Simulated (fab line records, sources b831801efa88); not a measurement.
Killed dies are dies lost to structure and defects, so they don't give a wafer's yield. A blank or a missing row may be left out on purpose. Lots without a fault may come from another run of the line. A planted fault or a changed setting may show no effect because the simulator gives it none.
Chamber matching | flow sky130 | SKY_FIELD_ISO_ETCH_17 on rie_si-02: 4 sister chambers
The step etches Si in HBr/Cl2/O2, target depth 342 nm, time 97.7 s. 8 wafers are shown with their chamber, then 7 later ones without.

WAFERS WITH THEIR CHAMBER
wafer  | chamber | drypump_motor_current_A (A) | oes_product_au (a.u.)
L922.1 | 2       | 6.0                         | 0.997
L922.5 | 2       | 6.0                         | 0.991
L925.6 | 3       | 6.8                         | 1.004
L928.3 | 0       | 6.4                         | 1.019
L928.4 | 1       | 5.8                         | 1.012
L928.5 | 0       | 6.4                         | 1.007
L932.1 | 3       | 6.7                         | 1.006
L932.3 | 1       | 5.7                         | 1.008

WAFERS WITHOUT THEIR CHAMBER
wafer  | drypump_motor_current_A (A) | oes_product_au (a.u.)
L932.5 | 6.4                         | 1.016
L942.2 | 6.4                         | 1.006
L942.3 | 5.8                         | 1.017
L942.5 | 5.8                         | 1.015
L944.1 | 5.9                         | 0.988
L944.2 | 6.7                         | 1.019
L944.6 | 6.7                         | 1.009

WHICH CHAMBER EACH WENT THROUGH
wafer  | from the rows above | in truth
L932.5 | 0                   | 0
L942.2 | 0                   | 0
L942.3 | 1                   | 1
L942.5 | 1                   | 1
L944.1 | 2                   | 2
L944.2 | 3                   | 3
L944.6 | 3                   | 3
Placed correctly: 7 of 7. Can't be placed from these rows: 0. Placed wrongly: 0.
How it was worked out, from the rows above alone: a wafer's distance from a chamber is the root of the sum, over the readings, of the square of ((its reading less the chamber's mean) divided by the reading's scatter). The wafer belongs to the nearest chamber; if the next one is less than 2 further off, it can't be placed. A chamber's mean is the mean of its shown wafers. The scatter: the root of (the sum of the squares of (reading less its chamber's mean) over the shown wafers, divided by (wafers less chambers)).
